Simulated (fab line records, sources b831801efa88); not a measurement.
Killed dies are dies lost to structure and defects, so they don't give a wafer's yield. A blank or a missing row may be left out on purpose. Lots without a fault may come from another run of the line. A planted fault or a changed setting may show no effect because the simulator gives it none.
One fault seen from 2 desks | flow sky130 | each desk has only its own numbers; what lay behind them comes last

THE TOOL OWNER'S DESK: pvd_sputter-02
The tool's own readings at SKY_LOCAL_INTERCONNECT_SPUTTER_00 (material TiN, target thk 100 nm, time 83.3 s): means of the sampled wafers that have a number, for each lot that ran on this tool. A lot is out of limits, marked OUT, if its mean lies more than 4 standard deviations from the usual mean; the brackets give that distance.
Columns: A = throttle_valve_pct at SKY_LOCAL_INTERCONNECT_SPUTTER_00, usual 30.6 %
lot  | first seen here | A
L185 | day 30 20:28    | 30.4
L190 | day 31 15:04    | 30.3
L192 | day 32 14:02    | 30.2
This desk's finding: nothing out of limits on any of the 3 lots.

THE METROLOGY DESK
What the gauges read, lot by lot, whatever tool the lot ran on: means of the sampled wafers that have a number. A lot is out of limits, marked OUT, if its mean lies more than 4 standard deviations from the usual mean; the brackets give that distance.
Columns: A = LOCAL_INTERCONNECT_TIN_RS at SKY_LOCAL_INTERCONNECT_RS_MEAS_01, usual 14.25 ohm/sq; B = LOCAL_INTERCONNECT_TIN_THK at SKY_LOCAL_INTERCONNECT_THK_MEAS_02, usual 100.9 nm
lot  | first seen here | A               | B
L186 | day 30 18:42    | 14.33           | 99.9
L185 | day 30 20:33    | 14.30           | 99.9
L188 | day 31 05:05    | 14.26           | 99.9
L190 | day 31 15:08    | 16.98 (+16) OUT | 87.9 (-11) OUT
L192 | day 32 14:05    | 17.16 (+17) OUT | 86.8 (-12) OUT
L193 | day 32 23:08    | 14.23           | 101.2
L197 | day 34 01:40    | 14.09           | 101.7
L200 | day 34 19:27    | 14.50           | 98.9
L201 | day 35 03:41    | 14.29           | 101.4
L206 | day 36 17:38    | 14.26           | 100.0
This desk's finding: out of limits on L190, L192; first on L190, day 31 15:08 (LOCAL_INTERCONNECT_TIN_RS at SKY_LOCAL_INTERCONNECT_RS_MEAS_01). In limits: L186, L185, L188, L193, L197, L200, L201, L206.

PUT TOGETHER
The metrology desk could have raised an alarm at day 31 15:08, on L190, L192.
The tool owner's desk saw nothing out of limits.
The tool owner's desk has L190, L192 on record, within its limits.
Of the lots named, all ran SKY_LOCAL_INTERCONNECT_SPUTTER_00 on pvd_sputter-02.

WHAT THE SIMULATOR HAD PUT IN
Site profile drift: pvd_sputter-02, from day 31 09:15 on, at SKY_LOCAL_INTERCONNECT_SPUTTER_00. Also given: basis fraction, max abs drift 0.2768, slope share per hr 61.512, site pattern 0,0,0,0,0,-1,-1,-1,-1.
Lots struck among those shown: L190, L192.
Hours from the fault's start to each desk's first reading out of limits: the metrology desk, 6.
